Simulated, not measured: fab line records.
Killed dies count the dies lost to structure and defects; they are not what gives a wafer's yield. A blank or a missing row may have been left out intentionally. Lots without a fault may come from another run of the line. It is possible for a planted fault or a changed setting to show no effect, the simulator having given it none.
fab line records	flow sky130	part 1 of 2: steps 1 to 30 of 43
record: lots: 5	wafers: 15	last-day: 49
route steps=708 shown VT_ADJUST_NCORE@124 VT_ADJUST_HVTR@131 VT_ADJUST_PCH@143 SONOS_TUNNEL@154
lots with no fault: from the same line, run without faults
start-h: the number of hours between the record's first day and the start of the first shown wafer of the lot	wait-h: time in hours since the lot's previous step	" same as the row above	L1.1+2: a single row standing in for several wafers	- no value present, or no start provided	* or withheld: withheld	< > ~ a bound
route shown NAME@n: a module of which the file shows steps, and the number in the route of the first	usual: the fault-free wafers' mean and standard deviation	same: alike in all rows	chamber/n: place in a boat	sites: the reading at each site	_std_site: the values' standard deviation	_edge_site: inner sites' mean taken away from outer sites' mean	radius-mm: for every site, how far away it sits from the centre of the wafer	mask NAME#n: copy n	behind: the tool/chamber that last shaped the wafer	hold: why the lot went on hold/how many hours it stayed there/how the hold came to an end	device: which transistor (n, p or np) failed to switch	end of line: at the end of the route, the tests of the same wafers	a step without rows: its recipe alone	killed: dies lost to structure and defects at the first sort, not the wafer's yield	map: shows each die of a wafer: x if killed, . if not, _ if none is there
set.NAME: setting as actually run; set.NAME@STEP: the setting as run at that earlier step	model.NAME: the simulator's own value behind a step, which no gauge read
certain route steps with their lots: each step a table, each wafer a row
services: the hour from which a tool's chamber was out of use, counted from the record's first day as start-h (under 0 if before that day), plus the number of hours and why
== steps ==
step: SKY_VT_ADJUST_NCORE_PEB_05
recipe: temp-c: withheld	time-s: *	resist: NOVOLAK
same: time-s: *
lot.wafer	tool	chamber	start-h	wait-h
L076.1+3+5	litho-track-02	0	-	-
L079.1+4+5	litho-track-02	0	-	-
L083.3+4+5	litho-track-03	0	-	-
L090.1+2+4	litho-track-03	0	-	-
L091.1+4+6	litho-track-03	0	-	-
step: SKY_VT_ADJUST_NCORE_DEVELOP_06
recipe: resist: NOVOLAK	developer: TMAH	develop-time-s: 60	dev-temp-c: 23
same: develop-time-s: 60
lot.wafer	tool	chamber	start-h	wait-h
L076.1+3+5	litho-track-02	0	193.65	0.1
L079.1+4+5	litho-track-02	0	216.65	0.1
L083.3+4+5	litho-track-03	0	247.82	0.1
L090.1+2+4	litho-track-03	0	302.62	0.1
L091.1+4+6	litho-track-03	0	311.22	0.1
step: SKY_VT_ADJUST_NCORE_CD_MEAS_07
recipe: target-cd-nm: 380
usual: cd-nm: 379.9/2.3
lot.wafer	tool	chamber	start-h	wait-h	cd-nm
L076.1	cd-sem-02	-	193.80	0.1	382.2
L076.3	"	-	"	"	379.2
L076.5	"	-	"	"	381.5
L079.1	cd-sem-01	-	216.80	0.1	379.1
L079.4	"	-	"	"	379.3
L079.5	"	-	"	"	379.6
L083.3	cd-sem-01	-	247.96	0.1	381.9
L083.4	"	-	"	"	383.3
L083.5	"	-	"	"	383.0
L090.1	cd-sem-01	-	302.77	0.1	384.4
L090.2	"	-	"	"	384.5
L090.4	"	-	"	"	383.2
L091.1	cd-sem-02	-	311.37	0.1	376.8
L091.4	"	-	"	"	379.5
L091.6	"	-	"	"	380.2
step: SKY_VT_ADJUST_NCORE_OVL_MEAS_08
usual: VT_ADJUST_NCORE_OVL: 0.0/1.7
lot.wafer	tool	chamber	start-h	wait-h	VT_ADJUST_NCORE_OVL[nm]
L076.1	overlay-01	-	193.92	0.1	2.6
L076.3	"	-	"	"	3.2
L076.5	"	-	"	"	0.7
L079.1	overlay-02	-	216.92	0.1	1.1
L079.4	"	-	"	"	1.7
L079.5	"	-	"	"	1.1
L083.3	overlay-02	-	248.05	0.1	-1.5
L083.4	"	-	"	"	-0.7
L083.5	"	-	"	"	-1.4
L090.1	overlay-02	-	302.89	0.1	-1.4
L090.2	"	-	"	"	-0.3
L090.4	"	-	"	"	-0.9
L091.1	overlay-01	-	311.49	0.1	2.6
L091.4	"	-	"	"	2.5
L091.6	"	-	"	"	2.2
step: SKY_VT_ADJUST_NCORE_IMPLANT_09
recipe: species: B	energy-kev: 10	dose-cm2: 2.4e+12	tilt-deg: withheld
lot.wafer	tool	chamber	start-h	wait-h
L076.1+3+5	implanter-02	0	193.96	0.0
L079.1+4+5	implanter-01	0	216.96	0.0
L083.3+4+5	implanter-02	0	248.13	0.1
L090.1+2+4	implanter-01	0	302.93	0.0
L091.1+4+6	implanter-01	0	311.53	0.0
step: SKY_VT_ADJUST_NCORE_STRIP_10
recipe: chemistry: O2/N2	power-w: 1400	pressure-mtorr: 1500	platen-temp-c: withheld	o2-flow-sccm: 3000	n2-flow-sccm: 300	overash-fraction: 0.5
usual: drypump-motor-current-A: 5.8/0.3	o2-flow-sccm: 3000/9	oes-product-au: 0.715/0.0044	strip-time-to-endpoint-s: 14.17/0.039
lot.wafer	tool	chamber	start-h	wait-h	drypump-motor-current-A	o2-flow-sccm	oes-product-au	rf-hours-counter-h	strip-time-to-endpoint-s
L076.1	plasma-asher-03	0	194.11	0.1	6.0	3016	0.715	51	14.17
L076.3	"	0	"	"	6.0	2995	0.719	-	14.19
L076.5	"	1	"	"	5.4	3004	0.721	-	14.20
L079.1	plasma-asher-04	1	217.11	0.1	5.5	2996	0.718	54	14.10
L079.4	"	1	"	"	5.5	2994	0.718	-	14.09
L079.5	"	1	"	"	5.5	3008	0.714	-	14.18
L083.3	plasma-asher-03	0	248.26	0.1	6.0	3022	0.712	-	14.21
L083.4	"	1	"	"	5.4	2998	0.715	-	14.18
L083.5	"	0	"	"	6.0	3015	0.713	-	14.17
L090.1	plasma-asher-04	1	303.08	0.1	5.5	2998	0.714	62	14.18
L090.2	"	0	"	"	6.2	2999	0.719	62	14.17
L090.4	"	0	"	"	6.2	2987	0.713	-	14.20
L091.1	plasma-asher-04	1	311.68	0.1	5.5	2996	0.717	64	14.18
L091.4	"	1	"	"	5.5	2996	0.723	-	14.22
L091.6	"	1	"	"	5.5	2995	0.710	-	14.18
step: SKY_VT_ADJUST_NCORE_TW_MEAS_11
usual: VT_ADJUST_NCORE_TW: 218.2/1.5
lot.wafer	tool	chamber	start-h	wait-h	VT_ADJUST_NCORE_TW
L076.1	film-metro-01	-	194.21	0.1	217.2
L076.3	"	-	"	"	217.7
L076.5	"	-	"	"	215.8
L079.1	film-metro-03	-	217.21	0.1	221.2
L079.4	"	-	"	"	220.6
L079.5	"	-	"	"	221.4
L083.3	film-metro-01	-	248.35	0.1	216.0
L083.4	"	-	"	"	217.5
L083.5	"	-	"	"	217.6
L090.1	film-metro-01	-	303.18	0.1	217.9
L090.2	"	-	"	"	218.0
L090.4	"	-	"	"	218.8
L091.1	film-metro-04	-	311.78	0.1	219.2
L091.4	"	-	"	"	218.5
L091.6	"	-	"	"	219.0
step: SKY_VT_ADJUST_HVTR_DEHYDRATE_00
recipe: temp-c: 200	time-s: 60
usual: plate-temp-C: 200.06/0.16
same: time-s: 60
lot.wafer	tool	chamber	start-h	wait-h	plate-temp-C
L076.1	litho-track-03	0	204.52	10.3	200.38
L076.3	"	0	"	"	200.03
L076.5	"	0	"	"	200.03
L079.1	litho-track-04	0	227.59	10.4	199.96
L079.4	"	0	"	"	199.88
L079.5	"	0	"	"	200.36
L083.3	litho-track-03	0	259.27	10.9	200.13
L083.4	"	0	"	"	199.86
L083.5	"	0	"	"	199.98
L090.1	litho-track-02	0	315.90	12.7	200.14
L090.2	"	0	"	"	199.93
L090.4	"	0	"	"	200.21
L091.1	litho-track-03	0	324.42	12.6	200.01
L091.4	"	0	"	"	199.98
L091.6	"	0	"	"	200.01
step: SKY_VT_ADJUST_HVTR_HMDS_01
recipe: prime-time-s: 60	prime-temp-c: 120
lot.wafer	tool	chamber	start-h	wait-h
L076.1+3+5	litho-track-03	0	204.67	0.1
L079.1+4+5	litho-track-04	0	227.74	0.1
L083.3+4+5	litho-track-03	0	259.42	0.1
L090.1+2+4	litho-track-02	0	316.05	0.1
L091.1+4+6	litho-track-03	0	324.57	0.1
step: SKY_VT_ADJUST_HVTR_COAT_02
recipe: resist: NOVOLAK	spin-rpm: 3000	resist-thk-nm: 1140
usual: dispense-pressure-kPa: 45/3.5
lot.wafer	tool	chamber	start-h	wait-h	dispense-pressure-kPa
L076.1	litho-track-03	0	204.82	0.1	41
L076.3	"	0	"	"	41
L076.5	"	0	"	"	41
L079.1	litho-track-04	0	227.89	0.1	45
L079.4	"	0	"	"	45
L079.5	"	0	"	"	45
L083.3	litho-track-03	0	259.57	0.1	41
L083.4	"	0	"	"	41
L083.5	"	0	"	"	41
L090.1	litho-track-02	0	316.20	0.1	50
L090.2	"	0	"	"	50
L090.4	"	0	"	"	50
L091.1	litho-track-03	0	324.72	0.1	41
L091.4	"	0	"	"	41
L091.6	"	0	"	"	41
step: SKY_VT_ADJUST_HVTR_SOFTBAKE_03
recipe: temp-c: 90	time-s: 60	resist: NOVOLAK
usual: plate-temp-C: 90.02/0.11
same: time-s: 60
lot.wafer	tool	chamber	start-h	wait-h	plate-temp-C
L076.1	litho-track-03	0	204.97	0.1	90.06
L076.3	"	0	"	"	90.03
L076.5	"	0	"	"	90.08
L079.1	litho-track-04	0	228.04	0.1	89.89
L079.4	"	0	"	"	89.86
L079.5	"	0	"	"	90.07
L083.3	litho-track-03	0	259.72	0.1	90.08
L083.4	"	0	"	"	90.12
L083.5	"	0	"	"	90.15
L090.1	litho-track-02	0	316.35	0.1	90.03
L090.2	"	0	"	"	90.05
L090.4	"	0	"	"	89.91
L091.1	litho-track-03	0	324.87	0.1	90.19
L091.4	"	0	"	"	90.06
L091.6	"	0	"	"	90.10
step: SKY_VT_ADJUST_HVTR_EXPOSE_04
recipe: mask-id: HVTRM	target-cd-nm: 380	na: 0.6	source-shape: conventional	sigma-outer: 0.6	dose-mj: 150
lot.wafer	tool	chamber	start-h	wait-h	mask
L076.1+3+5	iline-stepper-01	0	-	-	HVTRM#0
L079.1+4+5	iline-stepper-01	0	-	-	HVTRM#0
L083.3+4+5	iline-stepper-01	0	-	-	HVTRM#0
L090.1+2+4	iline-stepper-02	0	-	-	HVTRM#0
L091.1+4+6	iline-stepper-02	0	-	-	HVTRM#0
step: SKY_VT_ADJUST_HVTR_PEB_05
recipe: temp-c: withheld	time-s: *	resist: NOVOLAK
same: time-s: *
lot.wafer	tool	chamber	start-h	wait-h
L076.1+3+5	litho-track-04	0	-	-
L079.1+4+5	litho-track-04	0	-	-
L083.3+4+5	litho-track-02	0	-	-
L090.1+2+4	litho-track-04	0	-	-
L091.1+4+6	litho-track-03	0	-	-
step: SKY_VT_ADJUST_HVTR_DEVELOP_06
recipe: develop-time-s: 60	dev-temp-c: 23
same: develop-time-s: 60
lot.wafer	tool	chamber	start-h	wait-h
L076.1+3+5	litho-track-04	0	215.64	0.1
L079.1+4+5	litho-track-04	0	240.04	0.1
L083.3+4+5	litho-track-02	0	271.95	0.1
L090.1+2+4	litho-track-04	0	329.24	0.1
L091.1+4+6	litho-track-03	0	337.77	0.1
step: SKY_VT_ADJUST_HVTR_CD_MEAS_07
recipe: target-cd-nm: 380
usual: cd-nm: 380.9/2.4
lot.wafer	tool	chamber	start-h	wait-h	cd-nm
L076.1	cd-sem-01	-	215.79	0.1	380.0
L076.3	"	-	"	"	382.5
L076.5	"	-	"	"	381.5
L079.1	cd-sem-02	-	240.19	0.1	378.4
L079.4	"	-	"	"	377.6
L079.5	"	-	"	"	378.8
L083.3	cd-sem-01	-	272.09	0.1	379.8
L083.4	"	-	"	"	379.2
L083.5	"	-	"	"	380.6
L090.1	cd-sem-01	-	329.39	0.1	383.7
L090.2	"	-	"	"	382.4
L090.4	"	-	"	"	383.6
L091.1	cd-sem-01	-	337.92	0.1	379.5
L091.4	"	-	"	"	380.3
L091.6	"	-	"	"	378.4
step: SKY_VT_ADJUST_HVTR_OVL_MEAS_08
usual: VT_ADJUST_HVTR_OVL: 0.5/1.4
lot.wafer	tool	chamber	start-h	wait-h	VT_ADJUST_HVTR_OVL[nm]
L076.1	overlay-02	-	215.91	0.1	0.4
L076.3	"	-	"	"	-0.8
L076.5	"	-	"	"	-1.1
L079.1	overlay-01	-	240.31	0.1	0.0
L079.4	"	-	"	"	-1.1
L079.5	"	-	"	"	0.4
L083.3	overlay-02	-	272.18	0.1	-0.6
L083.4	"	-	"	"	-0.9
L083.5	"	-	"	"	-1.1
L090.1	overlay-02	-	329.51	0.1	0.4
L090.2	"	-	"	"	-0.3
L090.4	"	-	"	"	1.1
L091.1	overlay-02	-	338.04	0.1	-0.6
L091.4	"	-	"	"	0.0
L091.6	"	-	"	"	-1.3
step: SKY_VT_ADJUST_HVTR_IMPLANT_09
recipe: species: B	energy-kev: 10	dose-cm2: 2.1e+12	tilt-deg: withheld
lot.wafer	tool	chamber	start-h	wait-h
L076.1+3+5	implanter-01	0	215.95	0.0
L079.1+4+5	implanter-01	0	240.35	0.0
L083.3+4+5	implanter-01	0	272.26	0.1
L090.1+2+4	implanter-04	0	329.55	0.0
L091.1+4+6	implanter-04	0	338.08	0.0
step: SKY_VT_ADJUST_HVTR_STRIP_10
recipe: chemistry: O2/N2	power-w: 1400	pressure-mtorr: 1500	platen-temp-c: withheld	o2-flow-sccm: 3000	n2-flow-sccm: 300	overash-fraction: 0.5
usual: drypump-motor-current-A: 5.6/0.44	o2-flow-sccm: 3001/7.8	oes-product-au: 0.716/0.004	strip-time-to-endpoint-s: 14.16/0.042
lot.wafer	tool	chamber	start-h	wait-h	drypump-motor-current-A	o2-flow-sccm	oes-product-au	rf-hours-counter-h	strip-time-to-endpoint-s
L076.1	plasma-asher-02	1	216.10	0.1	4.8	2991	0.715	38	14.15
L076.3	"	1	"	"	4.8	2992	0.712	-	14.16
L076.5	"	0	"	"	5.8	3008	0.713	-	14.17
L079.1	plasma-asher-01	1	240.50	0.1	5.6	3005	0.717	12	14.11
L079.4	"	0	"	"	6.1	2995	0.718	-	14.14
L079.5	"	1	"	"	5.6	3004	0.719	-	14.12
L083.3	plasma-asher-03	1	272.39	0.1	5.4	2999	0.715	-	14.12
L083.4	"	0	"	"	6.0	2984	0.715	-	14.09
L083.5	"	0	"	"	6.0	2992	0.711	-	14.11
L090.1	plasma-asher-01	1	329.70	0.1	5.6	2997	0.714	21	14.19
L090.2	"	0	"	"	6.1	3007	0.719	21	14.15
L090.4	"	0	"	"	6.1	2994	0.721	-	14.20
L091.1	plasma-asher-03	1	338.23	0.1	5.5	3007	0.713	63	14.13
L091.4	"	1	"	"	5.5	3006	0.704	-	14.09
L091.6	"	0	"	"	6.0	3009	0.708	-	14.12
step: SKY_VT_ADJUST_HVTR_TW_MEAS_11
usual: VT_ADJUST_HVTR_TW: 211.4/1.6
lot.wafer	tool	chamber	start-h	wait-h	VT_ADJUST_HVTR_TW
L076.1	film-metro-02	-	216.20	0.1	213.6
L076.3	"	-	"	"	213.8
L076.5	"	-	"	"	213.1
L079.1	film-metro-04	-	240.60	0.1	209.5
L079.4	"	-	"	"	208.3
L079.5	"	-	"	"	209.0
L083.3	film-metro-03	-	272.48	0.1	213.2
L083.4	"	-	"	"	212.6
L083.5	"	-	"	"	212.0
L090.1	film-metro-02	-	329.80	0.1	211.7
L090.2	"	-	"	"	212.3
L090.4	"	-	"	"	211.9
L091.1	film-metro-04	-	338.33	0.1	209.7
L091.4	"	-	"	"	212.2
L091.6	"	-	"	"	210.6
step: SKY_VT_ADJUST_PCH_DEHYDRATE_00
recipe: temp-c: 200	time-s: 60
usual: plate-temp-C: 200.06/0.16
same: time-s: 60
lot.wafer	tool	chamber	start-h	wait-h	plate-temp-C
L076.1	litho-track-03	0	226.77	10.6	199.80
L076.3	"	0	"	"	199.96
L076.5	"	0	"	"	200.09
L079.1	litho-track-04	0	251.14	10.5	199.99
L079.4	"	0	"	"	200.39
L079.5	"	0	"	"	200.15
L083.3	litho-track-04	0	284.29	11.8	200.17
L083.4	"	0	"	"	200.09
L083.5	"	0	"	"	199.98
L090.1	litho-track-04	0	342.54	12.7	200.16
L090.2	"	0	"	"	200.49
L090.4	"	0	"	"	200.15
L091.1	litho-track-01	0	351.27	12.9	199.99
L091.4	"	0	"	"	200.02
L091.6	"	0	"	"	200.22
step: SKY_VT_ADJUST_PCH_HMDS_01
recipe: prime-time-s: 60	prime-temp-c: 120
lot.wafer	tool	chamber	start-h	wait-h
L076.1+3+5	litho-track-03	0	226.92	0.1
L079.1+4+5	litho-track-04	0	251.29	0.1
L083.3+4+5	litho-track-04	0	284.44	0.1
L090.1+2+4	litho-track-04	0	342.69	0.1
L091.1+4+6	litho-track-01	0	351.42	0.1
step: SKY_VT_ADJUST_PCH_COAT_02
recipe: spin-rpm: 2000	resist-thk-nm: 3000
usual: dispense-pressure-kPa: 49/7.9
lot.wafer	tool	chamber	start-h	wait-h	dispense-pressure-kPa
L076.1	litho-track-03	0	227.07	0.1	41
L076.3	"	0	"	"	41
L076.5	"	0	"	"	41
L079.1	litho-track-04	0	251.44	0.1	45
L079.4	"	0	"	"	45
L079.5	"	0	"	"	45
L083.3	litho-track-04	0	284.59	0.1	45
L083.4	"	0	"	"	45
L083.5	"	0	"	"	45
L090.1	litho-track-04	0	342.84	0.1	45
L090.2	"	0	"	"	45
L090.4	"	0	"	"	45
L091.1	litho-track-01	0	351.57	0.1	59
L091.4	"	0	"	"	59
L091.6	"	0	"	"	59
step: SKY_VT_ADJUST_PCH_SOFTBAKE_03
recipe: temp-c: 110	time-s: withheld
usual: plate-temp-C: 110.02/0.12
lot.wafer	tool	chamber	start-h	wait-h	plate-temp-C
L076.1	litho-track-03	0	227.22	0.1	110.19
L076.3	"	0	"	"	110.25
L076.5	"	0	"	"	110.00
L079.1	litho-track-04	0	251.59	0.1	110.23
L079.4	"	0	"	"	109.97
L079.5	"	0	"	"	109.97
L083.3	litho-track-04	0	284.76	0.1	110.03
L083.4	"	0	"	"	110.13
L083.5	"	0	"	"	109.93
L090.1	litho-track-04	0	342.99	0.1	110.04
L090.2	"	0	"	"	110.06
L090.4	"	0	"	"	109.95
L091.1	litho-track-01	0	351.72	0.1	109.80
L091.4	"	0	"	"	109.99
L091.6	"	0	"	"	110.08
step: SKY_VT_ADJUST_PCH_EXPOSE_04
recipe: mask-id: NWM	na: 0.6	source-shape: conventional	sigma-outer: 0.6	polarization: unpolarized	target-cd-nm: 840	dose-mj: 255
lot.wafer	tool	chamber	start-h	wait-h	mask
L076.1+3+5	iline-stepper-02	0	-	-	NWM#0
L079.1+4+5	iline-stepper-01	0	-	-	NWM#0
L083.3+4+5	iline-stepper-02	0	-	-	NWM#0
L090.1+2+4	iline-stepper-01	0	-	-	NWM#0
L091.1+4+6	iline-stepper-02	0	-	-	NWM#0
step: SKY_VT_ADJUST_PCH_PEB_05
recipe: temp-c: 115	time-s: withheld
usual: plate-temp-C: 114.99/0.13
lot.wafer	tool	chamber	start-h	wait-h	plate-temp-C
L076.1	litho-track-03	0	-	-	114.99
L076.3	"	0	"	"	114.96
L076.5	"	0	"	"	115.11
L079.1	litho-track-04	0	-	-	115.02
L079.4	"	0	"	"	114.90
L079.5	"	0	"	"	114.80
L083.3	litho-track-03	0	-	-	115.02
L083.4	"	0	"	"	114.85
L083.5	"	0	"	"	114.96
L090.1	litho-track-03	0	-	-	114.96
L090.2	"	0	"	"	114.74
L090.4	"	0	"	"	114.84
L091.1	litho-track-01	0	-	-	114.97
L091.4	"	0	"	"	114.94
L091.6	"	0	"	"	114.96
step: SKY_VT_ADJUST_PCH_DEVELOP_06
recipe: wall-angle-deg: 90	developer: TMAH	develop-time-s: 60	dev-temp-c: 23
same: develop-time-s: 60
lot.wafer	tool	chamber	start-h	wait-h
L076.1+3+5	litho-track-03	0	-	-
L079.1+4+5	litho-track-04	0	-	-
L083.3+4+5	litho-track-03	0	-	-
L090.1+2+4	litho-track-03	0	-	-
L091.1+4+6	litho-track-01	0	-	-
step: SKY_VT_ADJUST_PCH_OVL_MEAS_07
usual: VT_ADJUST_PCH_OVL: -0.6/1.3
lot.wafer	tool	chamber	start-h	wait-h	VT_ADJUST_PCH_OVL[nm]
L076.1	overlay-01	-	239.17	-	0.7
L076.3	"	-	"	"	1.2
L076.5	"	-	"	"	1.3
L079.1	overlay-01	-	263.69	-	1.1
L079.4	"	-	"	"	-0.5
L079.5	"	-	"	"	-0.6
L083.3	overlay-01	-	297.93	-	-2.1
L083.4	"	-	"	"	-0.8
L083.5	"	-	"	"	-1.4
L090.1	overlay-02	-	356.82	-	-0.1
L090.2	"	-	"	"	1.0
L090.4	"	-	"	"	0.1
L091.1	overlay-02	-	365.72	-	-0.8
L091.4	"	-	"	"	-0.3
L091.6	"	-	"	"	-0.3
step: SKY_VT_ADJUST_PCH_IMPLANT_08
recipe: species: B	energy-kev: 10	dose-cm2: 5e+11	tilt-deg: withheld
lot.wafer	tool	chamber	start-h	wait-h
L076.1+3+5	implanter-01	0	239.21	0.0
L079.1+4+5	implanter-04	0	263.73	0.0
L083.3+4+5	implanter-01	0	298.01	0.1
L090.1+2+4	implanter-02	0	356.86	0.0
L091.1+4+6	implanter-04	0	365.76	0.0
step: SKY_VT_ADJUST_PCH_STRIP_09
recipe: chemistry: O2/N2	power-w: 1400	pressure-mtorr: 1500	platen-temp-c: withheld	o2-flow-sccm: 3000	n2-flow-sccm: 300	overash-fraction: 0.5
usual: drypump-motor-current-A: 5.6/0.47	o2-flow-sccm: 3000/9.2	oes-product-au: 0.722/0.0049	strip-time-to-endpoint-s: 36.86/0.083
lot.wafer	tool	chamber	start-h	wait-h	drypump-motor-current-A	o2-flow-sccm	oes-product-au	rf-hours-counter-h	strip-time-to-endpoint-s
L076.1	plasma-asher-04	1	239.36	0.1	5.5	3004	0.730	56	36.86
L076.3	"	1	"	"	5.5	3002	0.722	-	36.67
L076.5	"	1	"	"	5.5	3003	0.725	-	36.83
L079.1	plasma-asher-04	1	263.88	0.1	5.5	2996	0.713	58	36.84
L079.4	"	0	"	"	6.1	3008	0.727	-	36.88
L079.5	"	0	"	"	6.2	2998	0.722	-	36.82
L083.3	plasma-asher-03	1	298.14	0.1	5.4	2999	0.721	-	36.75
L083.4	"	0	"	"	6.0	3011	0.720	-	36.88
L083.5	"	0	"	"	6.0	3002	0.718	-	36.88
L090.1	plasma-asher-04	1	357.01	0.1	5.6	3001	0.724	68	36.89
L090.2	"	0	"	"	6.2	3014	0.716	68	36.80
L090.4	"	0	"	"	6.2	3006	0.731	-	36.89
L091.1	plasma-asher-02	1	365.91	0.1	4.8	2996	0.723	52	36.85
L091.4	"	1	"	"	4.8	2998	0.723	-	36.82
L091.6	"	0	"	"	5.8	2998	0.727	-	36.85
step: SKY_VT_ADJUST_PCH_TW_MEAS_10
usual: VT_ADJUST_PCH_TW: 142.6/1.3
lot.wafer	tool	chamber	start-h	wait-h	VT_ADJUST_PCH_TW
L076.1	film-metro-01	-	239.46	0.1	141.5
L076.3	"	-	"	"	142.0
L076.5	"	-	"	"	141.6
L079.1	film-metro-03	-	263.98	0.1	142.0
L079.4	"	-	"	"	144.2
L079.5	"	-	"	"	144.9
L083.3	film-metro-03	-	298.23	0.1	144.6
L083.4	"	-	"	"	144.0
L083.5	"	-	"	"	143.0
L090.1	film-metro-03	-	357.11	0.1	142.8
L090.2	"	-	"	"	143.0
L090.4	"	-	"	"	143.3
L091.1	film-metro-03	-	366.01	0.1	143.8
L091.4	"	-	"	"	142.6
L091.6	"	-	"	"	143.1
